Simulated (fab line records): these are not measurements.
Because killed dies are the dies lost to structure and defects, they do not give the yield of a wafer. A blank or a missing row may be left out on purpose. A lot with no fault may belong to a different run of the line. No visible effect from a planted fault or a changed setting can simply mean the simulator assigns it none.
Which tool is to blame? / flow gf180mcu / 11 lots with 33 wafers sampled at 2 steps, on a route of 602 steps

## WHAT THE GAUGES SHOWED, per wafer
GF_V3_THK_MEAS_25: measures by xrf. Usual: for V3_W_THK the level is 349 nm and the standard deviation is 5.4.
lot=L858; measured=day 22 13:54; on=film-metro-02; V3_W_THK (nm)=351 355 346; flag=
lot=L859; measured=day 23 03:35; on=film-metro-02; V3_W_THK (nm)=346 345 344; flag=
lot=L860; measured=day 23 12:43; on=film-metro-04; V3_W_THK (nm)=350 348 349; flag=
lot=L861; measured=day 23 15:40; on=film-metro-02; V3_W_THK (nm)=353 344 346; flag=
lot=L862; measured=day 24 04:38; on=film-metro-04; V3_W_THK (nm)=345 352 348; flag=
lot=L865; measured=day 25 06:44; on=film-metro-03; V3_W_THK (nm)=350 350 350; flag=
lot=L867; measured=day 26 02:51; on=film-metro-04; V3_W_THK (nm)=346 351 355; flag=
lot=L870; measured=day 27 04:59; on=film-metro-02; V3_W_THK (nm)=345 344 354; flag=
lot=L873; measured=day 28 00:28; on=film-metro-03; V3_W_THK (nm)=352 356 355; flag=
lot=L880; measured=day 29 21:34; on=film-metro-04; V3_W_THK (nm)=354 355 358; flag=
lot=L881; measured=day 30 01:22; on=film-metro-03; V3_W_THK (nm)=344 341 346; flag=

## WHICH TOOL RAN EACH LOT (tool, then ch and the chambers of the sampled wafers, then the start)
lot=L858; GF_V3_SPUTTER_21=pvd-sputter-03, day 22 13:34
lot=L859; GF_V3_SPUTTER_21=pvd-sputter-01, day 23 03:15
lot=L860; GF_V3_SPUTTER_21=pvd-sputter-04, day 23 12:22
lot=L861; GF_V3_SPUTTER_21=pvd-sputter-01, day 23 15:20
lot=L862; GF_V3_SPUTTER_21=pvd-sputter-03, day 24 04:17
lot=L865; GF_V3_SPUTTER_21=pvd-sputter-04, day 25 06:24
lot=L867; GF_V3_SPUTTER_21=pvd-sputter-01, day 26 02:31
lot=L870; GF_V3_SPUTTER_21=pvd-sputter-03, day 27 04:40
lot=L873; GF_V3_SPUTTER_21=pvd-sputter-04, day 28 00:07
lot=L880; GF_V3_SPUTTER_21=pvd-sputter-04, day 29 21:13
lot=L881; GF_V3_SPUTTER_21=pvd-sputter-04, day 30 01:02
- GF_V3_SPUTTER_21: material Ti, target thk 15 nm, time 80.02 s.

## WHAT THE TOOLS THEMSELVES READ (means of the sampled wafers that have a number; where no wafer has one, the mark that the record gives instead)
GF_V3_SPUTTER_21. Usual: throttle-valve-pct reads 29.9 % (standard deviation 1.3).
lot=L858; tool=pvd-sputter-03; throttle-valve-pct (%)=30.0; flag=
lot=L859; tool=pvd-sputter-01; throttle-valve-pct (%)=29.1; flag=
lot=L860; tool=pvd-sputter-04; throttle-valve-pct (%)=30.3; flag=
lot=L861; tool=pvd-sputter-01; throttle-valve-pct (%)=28.7; flag=
lot=L862; tool=pvd-sputter-03; throttle-valve-pct (%)=30.5; flag=
lot=L865; tool=pvd-sputter-04; throttle-valve-pct (%)=29.2; flag=
lot=L867; tool=pvd-sputter-01; throttle-valve-pct (%)=29.4; flag=
lot=L870; tool=pvd-sputter-03; throttle-valve-pct (%)=30.8; flag=
lot=L873; tool=pvd-sputter-04; throttle-valve-pct (%)=31.0; flag=
lot=L880; tool=pvd-sputter-04; throttle-valve-pct (%)=29.5; flag=
lot=L881; tool=pvd-sputter-04; throttle-valve-pct (%)=30.9; flag=

## THE ANSWER, worked out from the rows above alone
Rule: take the mean of a lot's wafers that have a number; if it is more than 3 standard deviations from the usual mean, the lot is off. A lot without any number at a reading at which 4 lots or more have one is off too. Where the step has rows for the other lots, those lots are counted as sound. First the gauges in route order, then the tools' own readings, where a lot's mean is used as printed above. At the first step where some lot is off, the reading lying furthest off is the one used; lots without a number count as furthest.
No lot is off on any of the readings shown, so nothing can be concluded from this.

## WHAT WAS PUT IN BY THE SIMULATOR
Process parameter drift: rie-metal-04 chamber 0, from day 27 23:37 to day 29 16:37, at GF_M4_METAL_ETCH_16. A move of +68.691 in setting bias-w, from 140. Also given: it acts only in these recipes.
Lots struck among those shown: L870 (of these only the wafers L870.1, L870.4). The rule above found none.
